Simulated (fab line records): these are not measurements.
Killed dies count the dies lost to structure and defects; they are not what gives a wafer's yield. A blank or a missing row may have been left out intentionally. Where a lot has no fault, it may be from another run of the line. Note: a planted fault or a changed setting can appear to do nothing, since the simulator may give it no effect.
Code-filled problem report in 8D (eight disciplines) form	flow sky130	the parts of the form that need people (team, actions taken, sign-off) are left out

## 1. WHAT WENT WRONG
Mean of dose ions cm2 at SKY_LDD_N_IMPLANT_14: 4e+12 across 6 wafers in 2 lots; on wafers with no fault it is 5e+12 (standard deviation 5.5e+09). So: -99 or more standard deviations from the usual mean.
First observed at day 19 20:29: wafer L311.1, on implanter-01. The record has a number at this step for 39 wafers belonging to 13 lots. Rule for "out" (also "out of limits"): further than 4 standard deviations from the usual mean. The other wafers with a number count as sound.

## 2. WHAT IT IS AND WHAT IT IS NOT
question	is	is not
which readings at this step	dose ions cm2, faraday current uA	-
which lots	L311, L312	L306, L307, L308, L310, L313, L320, L321, L322, L323, L327, L328
which wafers of those lots	all that have a number	-
read on which tools	implanter-01	implanter-02, implanter-03
when	from day 19 20:29	up to then (12 sound wafers); but 21 sound wafers of L313, L320, L321, L322, L323, L327, L328 came after

## 3. SUSPECTS, AND WHAT RULES EACH OUT
Counting: a tool stays on the suspect list if, at a process step up to the reading, it processed all lots that are out and no sound lot following the first of them.
- implanter-01 at SKY_LDD_N_IMPLANT_14: ruled out as a lasting fault. The sound lots L321, L327, L328 went through it after L311, its earliest lot that is out (day 19 20:29).
Left after counting: nothing in the record.

## 4. THE CAUSE (what the simulator had put in)
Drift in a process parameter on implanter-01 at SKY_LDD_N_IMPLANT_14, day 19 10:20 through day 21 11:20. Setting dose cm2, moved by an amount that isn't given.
Counting ruled it out, wrongly.

## 5. SEQUENCE OF EFFECTS, ordered by route
Each row: a reading where the mean over the struck wafers with a number is more than 3 standard deviations away from the usual. Readings are gone through only where the record gives a usual standard deviation; hours: the median, over the lots, of the time from a lot's start at the first step in this table giving one to that lot's start at this step; sigmas: the change measured in usual standard deviations.
hours	step	reading	usual	on struck wafers	change	sigmas
0	SKY_LDD_N_IMPLANT_14	dose ions cm2	5e+12	4e+12	-1e+12	-99 or more
0	SKY_LDD_N_IMPLANT_14	faraday current uA	28.2	21.3	-6.9	-11
Its process steps:
- SKY_LDD_N_IMPLANT_14

## 6. WHAT WOULD HAVE CAUGHT IT SOONER
10 hours passed between the start of the fault at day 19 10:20 and the first reading out of limits in this record, taken at day 19 20:29.
